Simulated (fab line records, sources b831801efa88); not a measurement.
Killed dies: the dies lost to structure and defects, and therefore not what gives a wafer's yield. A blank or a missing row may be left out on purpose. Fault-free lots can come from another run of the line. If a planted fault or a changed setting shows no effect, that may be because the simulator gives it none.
fab line records / flow sky130
[record] lots = 6 wafers = 18 last-day = 50
route steps=708 shown CONTACT@417
lots that met no fault: taken from a fault-free run of the same line
start-h: hours from the record's first day to the start of the lot's first wafer shown / wait-h: hours from the lot's prior step to this one / " as in the row above / L1.1+2: a single row standing in for several wafers / - no value, or no start given / * or withheld: withheld / < > ~ a bound
route shown NAME@n: names a module that has steps shown in the file, with the first one's number in the route / usual: mean/standard deviation taken from wafers without a fault / same: alike in all rows / chamber/n: place in a boat / sites: per-site readings / _std_site: standard deviation across them / _edge_site: the outer-site mean with the inner-site mean subtracted / radius-mm: for every site, how far away it sits from the centre of the wafer / mask NAME#n: copy n / behind: the last tool/chamber to shape the wafer / hold: reason for holding the lot/hours on hold/outcome of the hold / device: names the non-switching transistor (n, p or np) / end of line: the route-end tests of the same wafers / a step without rows: its recipe alone / killed: not the wafer's yield, but the dies lost to structure and defects at the first sort / map: the dies of a wafer, with x for killed, . for not killed, _ for no die there
set.NAME: the setting as run; set.NAME@STEP: as run at that earlier step / model.NAME: the simulator's own value behind a step, which no gauge read
lots at some steps of the route; a table a step, a row a wafer
services: from which hour (start-h, from the record's first day; less than 0 if before it) a tool's chamber was out of use, for how many hours, and why
[[steps]]
[step SKY_CONTACT_EXPOSE_11]
[recipe] mask-id = CTM1 na = 0.8 source-shape = annular sigma-inner = 0.55 sigma-outer = 0.85 target-cd-nm = 170 dose-mj = 38
[step SKY_CONTACT_PEB_12]
[recipe] peb-temp-c = withheld peb-time-s = withheld resist = KrF-thick
[step SKY_CONTACT_DEVELOP_13]
[recipe] develop-time-s = 60 resist = KrF-thick dev-temp-c = 21
[step SKY_CONTACT_CD_MEAS_14]
[recipe] target-cd-nm = 170
[usual] cd-nm = 169.6/1.2
lot.wafer=L479.1 tool=cd-sem-01 chamber=- start-h=747.92 wait-h=- cd-nm=170.7
lot.wafer=L479.5 tool=cd-sem-01 chamber=- start-h=747.92 wait-h=- cd-nm=171.2
lot.wafer=L479.6 tool=cd-sem-01 chamber=- start-h=747.92 wait-h=- cd-nm=170.7
lot.wafer=L481.2 tool=cd-sem-02 chamber=- start-h=763.77 wait-h=- cd-nm=172.0
lot.wafer=L481.4 tool=cd-sem-02 chamber=- start-h=763.77 wait-h=- cd-nm=172.3
lot.wafer=L481.6 tool=cd-sem-02 chamber=- start-h=763.77 wait-h=- cd-nm=173.6
lot.wafer=L491.1 tool=cd-sem-01 chamber=- start-h=839.12 wait-h=- cd-nm=169.3
lot.wafer=L491.2 tool=cd-sem-01 chamber=- start-h=839.12 wait-h=- cd-nm=169.6
lot.wafer=L491.3 tool=cd-sem-01 chamber=- start-h=839.12 wait-h=- cd-nm=168.6
lot.wafer=L490.2 tool=cd-sem-02 chamber=- start-h=846.04 wait-h=- cd-nm=170.9
lot.wafer=L490.4 tool=cd-sem-02 chamber=- start-h=846.04 wait-h=- cd-nm=169.9
lot.wafer=L490.6 tool=cd-sem-02 chamber=- start-h=846.04 wait-h=- cd-nm=171.3
lot.wafer=L494.1 tool=cd-sem-01 chamber=- start-h=858.90 wait-h=- cd-nm=168.5
lot.wafer=L494.2 tool=cd-sem-01 chamber=- start-h=858.90 wait-h=- cd-nm=168.6
lot.wafer=L494.3 tool=cd-sem-01 chamber=- start-h=858.90 wait-h=- cd-nm=168.5
lot.wafer=L500.4 tool=cd-sem-01 chamber=- start-h=901.60 wait-h=- cd-nm=168.9
lot.wafer=L500.5 tool=cd-sem-01 chamber=- start-h=901.60 wait-h=- cd-nm=168.4
lot.wafer=L500.6 tool=cd-sem-01 chamber=- start-h=901.60 wait-h=- cd-nm=168.2
[step SKY_CONTACT_OVL_MEAS_15]
[usual] CONTACT_OVL = -1/5.3
lot.wafer=L479.1 tool=overlay-02 chamber=- start-h=748.04 wait-h=0.1 CONTACT_OVL[nm]=-1
lot.wafer=L479.5 tool=overlay-02 chamber=- start-h=748.04 wait-h=0.1 CONTACT_OVL[nm]=2
lot.wafer=L479.6 tool=overlay-02 chamber=- start-h=748.04 wait-h=0.1 CONTACT_OVL[nm]=-5
lot.wafer=L481.2 tool=overlay-01 chamber=- start-h=763.87 wait-h=0.1 CONTACT_OVL[nm]=0
lot.wafer=L481.4 tool=overlay-01 chamber=- start-h=763.87 wait-h=0.1 CONTACT_OVL[nm]=-4
lot.wafer=L481.6 tool=overlay-01 chamber=- start-h=763.87 wait-h=0.1 CONTACT_OVL[nm]=3
lot.wafer=L491.1 tool=overlay-01 chamber=- start-h=839.24 wait-h=0.1 CONTACT_OVL[nm]=-10
lot.wafer=L491.2 tool=overlay-01 chamber=- start-h=839.24 wait-h=0.1 CONTACT_OVL[nm]=-5
lot.wafer=L491.3 tool=overlay-01 chamber=- start-h=839.24 wait-h=0.1 CONTACT_OVL[nm]=1
lot.wafer=L490.2 tool=overlay-01 chamber=- start-h=846.14 wait-h=0.1 CONTACT_OVL[nm]=5
lot.wafer=L490.4 tool=overlay-01 chamber=- start-h=846.14 wait-h=0.1 CONTACT_OVL[nm]=-1
lot.wafer=L490.6 tool=overlay-01 chamber=- start-h=846.14 wait-h=0.1 CONTACT_OVL[nm]=0
lot.wafer=L494.1 tool=overlay-01 chamber=- start-h=859.02 wait-h=0.1 CONTACT_OVL[nm]=1
lot.wafer=L494.2 tool=overlay-01 chamber=- start-h=859.02 wait-h=0.1 CONTACT_OVL[nm]=-2
lot.wafer=L494.3 tool=overlay-01 chamber=- start-h=859.02 wait-h=0.1 CONTACT_OVL[nm]=6
lot.wafer=L500.4 tool=overlay-01 chamber=- start-h=901.68 wait-h=0.1 CONTACT_OVL[nm]=-9
lot.wafer=L500.5 tool=overlay-01 chamber=- start-h=901.68 wait-h=0.1 CONTACT_OVL[nm]=-6
lot.wafer=L500.6 tool=overlay-01 chamber=- start-h=901.68 wait-h=0.1 CONTACT_OVL[nm]=-3
[step SKY_CONTACT_ETCH_16]
[recipe] chemistry = N2/H2 target = BARC ion-energy-ev = 200 source-w = 500 bias-w = 100 pressure-mtorr = 30 n2-flow-sccm = 100 h2-flow-sccm = 200 stop-on = SiO2 time-s = 45.9 target-depth-a = 600
[usual] drypump-motor-current-A = 5.6/0.38 oes-product-au = 0.856/0.0048 throttle-valve-pct = 13.226/0.0097
lot.wafer=L479.1 tool=rie-diel-01 chamber=0 start-h=748.07 wait-h=0.0 drypump-motor-current-A=5.7 oes-product-au=0.858 rf-hours-counter-h=12 throttle-valve-pct=13.219
lot.wafer=L479.5 tool=rie-diel-01 chamber=0 start-h=748.07 wait-h=0.0 drypump-motor-current-A=5.7 oes-product-au=0.850 rf-hours-counter-h=- throttle-valve-pct=13.228
lot.wafer=L479.6 tool=rie-diel-01 chamber=1 start-h=748.07 wait-h=0.0 drypump-motor-current-A=4.8 oes-product-au=0.863 rf-hours-counter-h=- throttle-valve-pct=13.228
lot.wafer=L481.2 tool=rie-diel-03 chamber=1 start-h=763.90 wait-h=0.0 drypump-motor-current-A=5.6 oes-product-au=0.856 rf-hours-counter-h=24 throttle-valve-pct=13.217
lot.wafer=L481.4 tool=rie-diel-03 chamber=3 start-h=763.90 wait-h=0.0 drypump-motor-current-A=5.4 oes-product-au=0.850 rf-hours-counter-h=- throttle-valve-pct=13.215
lot.wafer=L481.6 tool=rie-diel-03 chamber=1 start-h=763.90 wait-h=0.0 drypump-motor-current-A=5.6 oes-product-au=0.860 rf-hours-counter-h=- throttle-valve-pct=13.233
lot.wafer=L491.1 tool=rie-diel-02 chamber=2 start-h=839.27 wait-h=0.0 drypump-motor-current-A=5.7 oes-product-au=0.855 rf-hours-counter-h=4 throttle-valve-pct=13.214
lot.wafer=L491.2 tool=rie-diel-02 chamber=1 start-h=839.27 wait-h=0.0 drypump-motor-current-A=5.7 oes-product-au=0.852 rf-hours-counter-h=16 throttle-valve-pct=13.231
lot.wafer=L491.3 tool=rie-diel-02 chamber=3 start-h=839.27 wait-h=0.0 drypump-motor-current-A=5.0 oes-product-au=0.858 rf-hours-counter-h=29 throttle-valve-pct=13.210
lot.wafer=L490.2 tool=rie-diel-01 chamber=3 start-h=846.17 wait-h=0.0 drypump-motor-current-A=5.6 oes-product-au=0.857 rf-hours-counter-h=15 throttle-valve-pct=13.231
lot.wafer=L490.4 tool=rie-diel-01 chamber=1 start-h=846.17 wait-h=0.0 drypump-motor-current-A=4.9 oes-product-au=0.855 rf-hours-counter-h=9 throttle-valve-pct=13.227
lot.wafer=L490.6 tool=rie-diel-01 chamber=2 start-h=846.17 wait-h=0.0 drypump-motor-current-A=5.9 oes-product-au=0.849 rf-hours-counter-h=- throttle-valve-pct=13.203
lot.wafer=L494.1 tool=rie-diel-02 chamber=2 start-h=859.05 wait-h=0.0 drypump-motor-current-A=5.7 oes-product-au=0.858 rf-hours-counter-h=5 throttle-valve-pct=13.229
lot.wafer=L494.2 tool=rie-diel-02 chamber=1 start-h=859.05 wait-h=0.0 drypump-motor-current-A=5.7 oes-product-au=0.864 rf-hours-counter-h=17 throttle-valve-pct=13.235
lot.wafer=L494.3 tool=rie-diel-02 chamber=0 start-h=859.05 wait-h=0.0 drypump-motor-current-A=6.1 oes-product-au=0.861 rf-hours-counter-h=25 throttle-valve-pct=13.225
lot.wafer=L500.4 tool=rie-diel-02 chamber=2 start-h=901.70 wait-h=0.0 drypump-motor-current-A=5.7 oes-product-au=0.864 rf-hours-counter-h=7 throttle-valve-pct=13.214
lot.wafer=L500.5 tool=rie-diel-02 chamber=2 start-h=901.70 wait-h=0.0 drypump-motor-current-A=5.7 oes-product-au=0.862 rf-hours-counter-h=- throttle-valve-pct=13.227
lot.wafer=L500.6 tool=rie-diel-02 chamber=1 start-h=901.70 wait-h=0.0 drypump-motor-current-A=5.7 oes-product-au=0.854 rf-hours-counter-h=- throttle-valve-pct=13.215
[step SKY_CONTACT_ETCH_17]
[recipe] target = SiO2 chemistry = C4F8/O2/Ar stop-on = Si3N4 mask-material = KrF-thick source-w = 1500 bias-w = 1200 pressure-mtorr = 40 c4f8-flow-sccm = withheld O2_flow_sccm = 6 Ar_flow_sccm = 300 time-s = withheld target-depth-a = 3400
[usual] oes-product-au = 0.891/0.0049
lot.wafer=L479.1 tool=rie-diel-01 chamber=0 start-h=748.11 wait-h=0.0 oes-product-au=0.887
lot.wafer=L479.5 tool=rie-diel-01 chamber=0 start-h=748.11 wait-h=0.0 oes-product-au=0.885
lot.wafer=L479.6 tool=rie-diel-01 chamber=1 start-h=748.11 wait-h=0.0 oes-product-au=0.890
lot.wafer=L481.2 tool=rie-diel-03 chamber=1 start-h=763.95 wait-h=0.0 oes-product-au=0.888
lot.wafer=L481.4 tool=rie-diel-03 chamber=3 start-h=763.95 wait-h=0.0 oes-product-au=0.893
lot.wafer=L481.6 tool=rie-diel-03 chamber=1 start-h=763.95 wait-h=0.0 oes-product-au=0.892
lot.wafer=L491.1 tool=rie-diel-02 chamber=2 start-h=839.32 wait-h=0.0 oes-product-au=0.890
lot.wafer=L491.2 tool=rie-diel-02 chamber=1 start-h=839.32 wait-h=0.0 oes-product-au=0.897
lot.wafer=L491.3 tool=rie-diel-02 chamber=3 start-h=839.32 wait-h=0.0 oes-product-au=0.890
lot.wafer=L490.2 tool=rie-diel-01 chamber=3 start-h=846.22 wait-h=0.0 oes-product-au=0.890
lot.wafer=L490.4 tool=rie-diel-01 chamber=1 start-h=846.22 wait-h=0.0 oes-product-au=0.887
lot.wafer=L490.6 tool=rie-diel-01 chamber=2 start-h=846.22 wait-h=0.0 oes-product-au=0.892
lot.wafer=L494.1 tool=rie-diel-02 chamber=2 start-h=859.10 wait-h=0.0 oes-product-au=0.881
lot.wafer=L494.2 tool=rie-diel-02 chamber=1 start-h=859.10 wait-h=0.0 oes-product-au=0.896
lot.wafer=L494.3 tool=rie-diel-02 chamber=0 start-h=859.10 wait-h=0.0 oes-product-au=0.891
lot.wafer=L500.4 tool=rie-diel-02 chamber=2 start-h=901.74 wait-h=0.0 oes-product-au=0.888
lot.wafer=L500.5 tool=rie-diel-02 chamber=2 start-h=901.74 wait-h=0.0 oes-product-au=0.888
lot.wafer=L500.6 tool=rie-diel-02 chamber=1 start-h=901.74 wait-h=0.0 oes-product-au=0.901
[step SKY_CONTACT_ETCH_18]
[recipe] target = Si3N4 chemistry = CHF3/O2 stop-on = TiN source-w = 600 bias-w = 200 pressure-mtorr = 40 chf3-flow-sccm = 50 O2_flow_sccm = 5 time-s = 39 target-depth-a = 750
[usual] drypump-motor-current-A = 5.6/0.38 oes-product-au = 0.854/0.008 throttle-valve-pct = 8.792/0.01
lot.wafer=L479.1 tool=rie-diel-01 chamber=0 start-h=- wait-h=- drypump-motor-current-A=5.7 oes-product-au=0.852 rf-hours-counter-h=12 throttle-valve-pct=8.768
lot.wafer=L479.5 tool=rie-diel-01 chamber=0 start-h=- wait-h=- drypump-motor-current-A=5.7 oes-product-au=0.860 rf-hours-counter-h=- throttle-valve-pct=8.783
lot.wafer=L479.6 tool=rie-diel-01 chamber=1 start-h=- wait-h=- drypump-motor-current-A=4.9 oes-product-au=0.861 rf-hours-counter-h=- throttle-valve-pct=8.789
lot.wafer=L481.2 tool=rie-diel-03 chamber=1 start-h=- wait-h=- drypump-motor-current-A=5.6 oes-product-au=0.849 rf-hours-counter-h=24 throttle-valve-pct=8.786
lot.wafer=L481.4 tool=rie-diel-03 chamber=3 start-h=- wait-h=- drypump-motor-current-A=5.4 oes-product-au=0.851 rf-hours-counter-h=- throttle-valve-pct=8.780
lot.wafer=L481.6 tool=rie-diel-03 chamber=1 start-h=- wait-h=- drypump-motor-current-A=5.6 oes-product-au=0.850 rf-hours-counter-h=- throttle-valve-pct=8.789
lot.wafer=L491.1 tool=rie-diel-02 chamber=2 start-h=- wait-h=- drypump-motor-current-A=5.7 oes-product-au=0.851 rf-hours-counter-h=4 throttle-valve-pct=8.786
lot.wafer=L491.2 tool=rie-diel-02 chamber=1 start-h=- wait-h=- drypump-motor-current-A=5.7 oes-product-au=0.850 rf-hours-counter-h=16 throttle-valve-pct=8.782
lot.wafer=L491.3 tool=rie-diel-02 chamber=3 start-h=- wait-h=- drypump-motor-current-A=5.0 oes-product-au=0.851 rf-hours-counter-h=29 throttle-valve-pct=8.793
lot.wafer=L490.2 tool=rie-diel-01 chamber=3 start-h=- wait-h=- drypump-motor-current-A=5.6 oes-product-au=0.850 rf-hours-counter-h=16 throttle-valve-pct=8.803
lot.wafer=L490.4 tool=rie-diel-01 chamber=1 start-h=- wait-h=- drypump-motor-current-A=4.8 oes-product-au=0.857 rf-hours-counter-h=9 throttle-valve-pct=8.800
lot.wafer=L490.6 tool=rie-diel-01 chamber=2 start-h=- wait-h=- drypump-motor-current-A=5.9 oes-product-au=0.862 rf-hours-counter-h=- throttle-valve-pct=8.793
lot.wafer=L494.1 tool=rie-diel-02 chamber=2 start-h=- wait-h=- drypump-motor-current-A=5.7 oes-product-au=0.841 rf-hours-counter-h=5 throttle-valve-pct=8.789
lot.wafer=L494.2 tool=rie-diel-02 chamber=1 start-h=- wait-h=- drypump-motor-current-A=5.7 oes-product-au=0.852 rf-hours-counter-h=17 throttle-valve-pct=8.792
lot.wafer=L494.3 tool=rie-diel-02 chamber=0 start-h=- wait-h=- drypump-motor-current-A=6.0 oes-product-au=0.851 rf-hours-counter-h=25 throttle-valve-pct=8.774
lot.wafer=L500.4 tool=rie-diel-02 chamber=2 start-h=- wait-h=- drypump-motor-current-A=5.7 oes-product-au=0.854 rf-hours-counter-h=7 throttle-valve-pct=8.780
lot.wafer=L500.5 tool=rie-diel-02 chamber=2 start-h=- wait-h=- drypump-motor-current-A=5.7 oes-product-au=0.848 rf-hours-counter-h=- throttle-valve-pct=8.779
lot.wafer=L500.6 tool=rie-diel-02 chamber=1 start-h=- wait-h=- drypump-motor-current-A=5.7 oes-product-au=0.853 rf-hours-counter-h=- throttle-valve-pct=8.802
[step SKY_CONTACT_STRIP_19]
[recipe] chemistry = O2/N2 power-w = 1364 pressure-mtorr = 1500 platen-temp-c = withheld o2-flow-sccm = 3000 n2-flow-sccm = 300 overash-fraction = 0.5
[usual] drypump-motor-current-A = 5.5/0.42 oes-product-au = 0.381/0.0049 strip-time-to-endpoint-s = 3.705/0.024
lot.wafer=L479.1 tool=plasma-asher-04 chamber=1 start-h=748.20 wait-h=- drypump-motor-current-A=5.1 oes-product-au=0.385 rf-hours-counter-h=91 strip-time-to-endpoint-s=3.677
lot.wafer=L479.5 tool=plasma-asher-04 chamber=1 start-h=748.20 wait-h=- drypump-motor-current-A=5.1 oes-product-au=0.378 rf-hours-counter-h=- strip-time-to-endpoint-s=3.693
lot.wafer=L479.6 tool=plasma-asher-04 chamber=0 start-h=748.20 wait-h=- drypump-motor-current-A=5.6 oes-product-au=0.389 rf-hours-counter-h=- strip-time-to-endpoint-s=3.742
lot.wafer=L481.2 tool=plasma-asher-04 chamber=1 start-h=764.04 wait-h=- drypump-motor-current-A=5.0 oes-product-au=0.389 rf-hours-counter-h=92 strip-time-to-endpoint-s=3.692
lot.wafer=L481.4 tool=plasma-asher-04 chamber=1 start-h=764.04 wait-h=- drypump-motor-current-A=5.1 oes-product-au=0.378 rf-hours-counter-h=- strip-time-to-endpoint-s=3.661
lot.wafer=L481.6 tool=plasma-asher-04 chamber=0 start-h=764.04 wait-h=- drypump-motor-current-A=5.6 oes-product-au=0.387 rf-hours-counter-h=- strip-time-to-endpoint-s=3.698
lot.wafer=L491.1 tool=plasma-asher-03 chamber=0 start-h=839.41 wait-h=- drypump-motor-current-A=6.0 oes-product-au=0.387 rf-hours-counter-h=40 strip-time-to-endpoint-s=3.709
lot.wafer=L491.2 tool=plasma-asher-03 chamber=1 start-h=839.41 wait-h=- drypump-motor-current-A=5.6 oes-product-au=0.373 rf-hours-counter-h=40 strip-time-to-endpoint-s=3.702
lot.wafer=L491.3 tool=plasma-asher-03 chamber=1 start-h=839.41 wait-h=- drypump-motor-current-A=5.6 oes-product-au=0.376 rf-hours-counter-h=- strip-time-to-endpoint-s=3.696
lot.wafer=L490.2 tool=plasma-asher-02 chamber=0 start-h=846.31 wait-h=- drypump-motor-current-A=5.9 oes-product-au=0.382 rf-hours-counter-h=10 strip-time-to-endpoint-s=3.704
lot.wafer=L490.4 tool=plasma-asher-02 chamber=1 start-h=846.31 wait-h=- drypump-motor-current-A=4.7 oes-product-au=0.392 rf-hours-counter-h=- strip-time-to-endpoint-s=3.713
lot.wafer=L490.6 tool=plasma-asher-02 chamber=1 start-h=846.31 wait-h=- drypump-motor-current-A=4.7 oes-product-au=0.371 rf-hours-counter-h=- strip-time-to-endpoint-s=3.681
lot.wafer=L494.1 tool=plasma-asher-03 chamber=1 start-h=859.19 wait-h=- drypump-motor-current-A=5.6 oes-product-au=0.381 rf-hours-counter-h=41 strip-time-to-endpoint-s=3.665
lot.wafer=L494.2 tool=plasma-asher-03 chamber=0 start-h=859.19 wait-h=- drypump-motor-current-A=6.0 oes-product-au=0.379 rf-hours-counter-h=41 strip-time-to-endpoint-s=3.655
lot.wafer=L494.3 tool=plasma-asher-03 chamber=1 start-h=859.19 wait-h=- drypump-motor-current-A=5.6 oes-product-au=0.376 rf-hours-counter-h=- strip-time-to-endpoint-s=3.653
lot.wafer=L500.4 tool=plasma-asher-04 chamber=1 start-h=901.86 wait-h=- drypump-motor-current-A=5.0 oes-product-au=0.378 rf-hours-counter-h=- strip-time-to-endpoint-s=3.744
lot.wafer=L500.5 tool=plasma-asher-04 chamber=1 start-h=901.86 wait-h=- drypump-motor-current-A=5.0 oes-product-au=0.373 rf-hours-counter-h=- strip-time-to-endpoint-s=3.722
lot.wafer=L500.6 tool=plasma-asher-04 chamber=0 start-h=901.86 wait-h=- drypump-motor-current-A=5.7 oes-product-au=0.389 rf-hours-counter-h=- strip-time-to-endpoint-s=3.698
[step SKY_CONTACT_STRIP_20]
[recipe] chemistry = post-etch-residue-remover time-s = 1200 temp-c = 72.5
[step SKY_CONTACT_CLEAN_21]
[recipe] chemistry = IPA time-s = 180 temp-c = 25
[step SKY_CONTACT_CLEAN_22]
[recipe] chemistry = O3/DIW dry = n2-spin
[step SKY_CONTACT_SPUTTER_23]
[recipe] material = TiN target-thk-nm = 20 chamber-pressure-pa = 5 power-w = 4000 time-s = 80
[usual] chamber-pressure-pa = 5.000/0.011 throttle-valve-pct = 30.2/0.8
lot.wafer=L479.1 tool=pvd-sputter-03 chamber=- start-h=748.83 wait-h=0.0 chamber-pressure-pa=5.007 throttle-valve-pct=30.4 model.TiN_of_CONTACT_SPUTTER_23.thk-nm=19.61
lot.wafer=L479.5 tool=pvd-sputter-03 chamber=- start-h=748.83 wait-h=0.0 chamber-pressure-pa=4.995 throttle-valve-pct=30.4 model.TiN_of_CONTACT_SPUTTER_23.thk-nm=19.94
lot.wafer=L479.6 tool=pvd-sputter-03 chamber=- start-h=748.83 wait-h=0.0 chamber-pressure-pa=5.001 throttle-valve-pct=30.5 model.TiN_of_CONTACT_SPUTTER_23.thk-nm=19.64
lot.wafer=L481.2 tool=pvd-sputter-04 chamber=- start-h=764.63 wait-h=0.0 chamber-pressure-pa=4.997 throttle-valve-pct=31.6 model.TiN_of_CONTACT_SPUTTER_23.thk-nm=19.86
lot.wafer=L481.4 tool=pvd-sputter-04 chamber=- start-h=764.63 wait-h=0.0 chamber-pressure-pa=4.975 throttle-valve-pct=28.3 model.TiN_of_CONTACT_SPUTTER_23.thk-nm=19.83
lot.wafer=L481.6 tool=pvd-sputter-04 chamber=- start-h=764.63 wait-h=0.0 chamber-pressure-pa=4.987 throttle-valve-pct=31.4 model.TiN_of_CONTACT_SPUTTER_23.thk-nm=19.88
lot.wafer=L491.1 tool=pvd-sputter-04 chamber=- start-h=840.03 wait-h=0.0 chamber-pressure-pa=5.196 throttle-valve-pct=30.8 model.TiN_of_CONTACT_SPUTTER_23.thk-nm=19.09
lot.wafer=L491.2 tool=pvd-sputter-04 chamber=- start-h=840.03 wait-h=0.0 chamber-pressure-pa=5.183 throttle-valve-pct=28.1 model.TiN_of_CONTACT_SPUTTER_23.thk-nm=19.33
lot.wafer=L491.3 tool=pvd-sputter-04 chamber=- start-h=840.03 wait-h=0.0 chamber-pressure-pa=5.183 throttle-valve-pct=29.7 model.TiN_of_CONTACT_SPUTTER_23.thk-nm=19.38
lot.wafer=L490.2 tool=pvd-sputter-04 chamber=- start-h=846.90 wait-h=0.0 chamber-pressure-pa=5.176 throttle-valve-pct=30.9 model.TiN_of_CONTACT_SPUTTER_23.thk-nm=18.91
lot.wafer=L490.4 tool=pvd-sputter-04 chamber=- start-h=846.90 wait-h=0.0 chamber-pressure-pa=5.183 throttle-valve-pct=27.6 model.TiN_of_CONTACT_SPUTTER_23.thk-nm=18.83
lot.wafer=L490.6 tool=pvd-sputter-04 chamber=- start-h=846.90 wait-h=0.0 chamber-pressure-pa=5.177 throttle-valve-pct=30.1 model.TiN_of_CONTACT_SPUTTER_23.thk-nm=18.99
lot.wafer=L494.1 tool=pvd-sputter-03 chamber=- start-h=859.82 wait-h=0.0 chamber-pressure-pa=5.006 throttle-valve-pct=29.4 model.TiN_of_CONTACT_SPUTTER_23.thk-nm=20.11
lot.wafer=L494.2 tool=pvd-sputter-03 chamber=- start-h=859.82 wait-h=0.0 chamber-pressure-pa=5.008 throttle-valve-pct=30.5 model.TiN_of_CONTACT_SPUTTER_23.thk-nm=20.29
lot.wafer=L494.3 tool=pvd-sputter-03 chamber=- start-h=859.82 wait-h=0.0 chamber-pressure-pa=4.990 throttle-valve-pct=30.9 model.TiN_of_CONTACT_SPUTTER_23.thk-nm=20.33
lot.wafer=L500.4 tool=pvd-sputter-01 chamber=- start-h=902.44 wait-h=0.0 chamber-pressure-pa=4.998 throttle-valve-pct=31.2 model.TiN_of_CONTACT_SPUTTER_23.thk-nm=19.9
lot.wafer=L500.5 tool=pvd-sputter-01 chamber=- start-h=902.44 wait-h=0.0 chamber-pressure-pa=5.006 throttle-valve-pct=29.6 model.TiN_of_CONTACT_SPUTTER_23.thk-nm=19.9
lot.wafer=L500.6 tool=pvd-sputter-01 chamber=- start-h=902.44 wait-h=0.0 chamber-pressure-pa=5.004 throttle-valve-pct=30.9 model.TiN_of_CONTACT_SPUTTER_23.thk-nm=19.92
[step SKY_CONTACT_CVD_24]
[recipe] material = W target-thk-nm = 340 time-s = 102.12 temp-c = 400 pressure-torr = 40
[usual] chamber-pressure-Torr = 39.99/0.082 heater-power-w = 852/54
lot.wafer=L479.1 tool=cvd-w-01 chamber=0 start-h=748.89 wait-h=0.0 chamber-pressure-Torr=40.01 heater-power-w=839
lot.wafer=L479.5 tool=cvd-w-01 chamber=0 start-h=748.89 wait-h=0.0 chamber-pressure-Torr=40.05 heater-power-w=838
lot.wafer=L479.6 tool=cvd-w-01 chamber=1 start-h=748.89 wait-h=0.0 chamber-pressure-Torr=39.93 heater-power-w=786
lot.wafer=L481.2 tool=cvd-w-01 chamber=1 start-h=764.69 wait-h=0.0 chamber-pressure-Torr=39.98 heater-power-w=745
lot.wafer=L481.4 tool=cvd-w-01 chamber=1 start-h=764.69 wait-h=0.0 chamber-pressure-Torr=39.99 heater-power-w=766
lot.wafer=L481.6 tool=cvd-w-01 chamber=1 start-h=764.69 wait-h=0.0 chamber-pressure-Torr=40.17 heater-power-w=803
lot.wafer=L491.1 tool=cvd-w-01 chamber=1 start-h=840.09 wait-h=0.0 chamber-pressure-Torr=40.00 heater-power-w=789
lot.wafer=L491.2 tool=cvd-w-01 chamber=0 start-h=840.09 wait-h=0.0 chamber-pressure-Torr=39.90 heater-power-w=894
lot.wafer=L491.3 tool=cvd-w-01 chamber=1 start-h=840.09 wait-h=0.0 chamber-pressure-Torr=39.98 heater-power-w=784
lot.wafer=L490.2 tool=cvd-w-02 chamber=0 start-h=846.96 wait-h=0.0 chamber-pressure-Torr=40.06 heater-power-w=941
lot.wafer=L490.4 tool=cvd-w-02 chamber=0 start-h=846.96 wait-h=0.0 chamber-pressure-Torr=39.80 heater-power-w=912
lot.wafer=L490.6 tool=cvd-w-02 chamber=1 start-h=846.96 wait-h=0.0 chamber-pressure-Torr=40.09 heater-power-w=883
lot.wafer=L494.1 tool=cvd-w-01 chamber=0 start-h=859.88 wait-h=0.0 chamber-pressure-Torr=40.01 heater-power-w=861
lot.wafer=L494.2 tool=cvd-w-01 chamber=1 start-h=859.88 wait-h=0.0 chamber-pressure-Torr=40.14 heater-power-w=767
lot.wafer=L494.3 tool=cvd-w-01 chamber=1 start-h=859.88 wait-h=0.0 chamber-pressure-Torr=40.07 heater-power-w=784
lot.wafer=L500.4 tool=cvd-w-02 chamber=0 start-h=902.54 wait-h=0.1 chamber-pressure-Torr=39.94 heater-power-w=923
lot.wafer=L500.5 tool=cvd-w-02 chamber=0 start-h=902.54 wait-h=0.1 chamber-pressure-Torr=39.86 heater-power-w=929
lot.wafer=L500.6 tool=cvd-w-02 chamber=1 start-h=902.54 wait-h=0.1 chamber-pressure-Torr=39.86 heater-power-w=865
[[services]]
tool=plasma-asher-02 chamber=- start-h=733.75 hours=9.0 kind=pm
tool=rie-diel-02 chamber=2 start-h=734.75 hours=6.1 kind=repair
tool=rie-diel-03 chamber=2 start-h=757.71 hours=- kind=clean
tool=rie-diel-03 chamber=2 start-h=757.71 hours=18.3 kind=scheduled-down
tool=rie-diel-03 chamber=2 start-h=757.71 hours=18.3 kind=vent-cycle
tool=pvd-sputter-04 chamber=1 start-h=761.93 hours=- kind=consumable-replace:kit
tool=pvd-sputter-04 chamber=1 start-h=761.93 hours=18.0 kind=scheduled-down
tool=pvd-sputter-04 chamber=1 start-h=761.93 hours=18.0 kind=vent-cycle
tool=rie-diel-03 chamber=1 start-h=785.65 hours=4.7 kind=repair
tool=rie-diel-01 chamber=0 start-h=816.82 hours=8.3 kind=repair
tool=plasma-asher-02 chamber=- start-h=822.15 hours=2.8 kind=pm
tool=cvd-w-02 chamber=- start-h=839.81 hours=2.8 kind=pm
tool=plasma-asher-03 chamber=- start-h=846.38 hours=1.7 kind=repair
tool=rie-diel-02 chamber=3 start-h=854.74 hours=- kind=clean
tool=rie-diel-02 chamber=3 start-h=854.74 hours=25.3 kind=scheduled-down
tool=rie-diel-02 chamber=3 start-h=854.74 hours=25.3 kind=vent-cycle
tool=rie-diel-03 chamber=1 start-h=863.55 hours=5.5 kind=repair
tool=rie-diel-02 chamber=0 start-h=865.92 hours=7.0 kind=repair
tool=rie-diel-02 chamber=0 start-h=880.01 hours=- kind=clean
tool=rie-diel-02 chamber=0 start-h=880.01 hours=16.7 kind=scheduled-down
tool=rie-diel-02 chamber=0 start-h=880.01 hours=16.7 kind=vent-cycle
tool=pvd-sputter-04 chamber=- start-h=880.99 hours=3.0 kind=repair
tool=rie-diel-01 chamber=1 start-h=888.62 hours=16.4 kind=repair
tool=rie-diel-03 chamber=2 start-h=901.69 hours=3.1 kind=repair
[[key]]
[first-sign] step = SKY_CONTACT_SPUTTER_23 reading = chamber-pressure-pa direction = up sigmas = 17 usual = 5.000 struck = 5.183
effect none on later readings
[model-effect] step = SKY_CONTACT_SPUTTER_23 value = TiN_of_CONTACT_SPUTTER_23.thk-nm without = 19.72 struck = 19.09
met-at SKY_CONTACT_SPUTTER_23
struck-wafers L490.2,L490.4,L490.6,L491.1,L491.2,L491.3
tester-left-out L490,L491
onset-between 764.63 840.03
[fault] kind = process-parameter-drift tool = pvd-sputter-04 chamber = - onset-h = 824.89 steps = SKY_CONTACT_SPUTTER_23 channel = chamber-pressure-pa offset = 0.17811 shape = step end-h = 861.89 acts-in = these-recipes-only stated = 5
// tester-left-out: of these lots the tester's yield and bins aren't shown, on N5 and GAA mostly nor the transistor test; their killed dies are dies lost to structure and defects alone, not to doping, threshold or leakage, so they don't give the yield
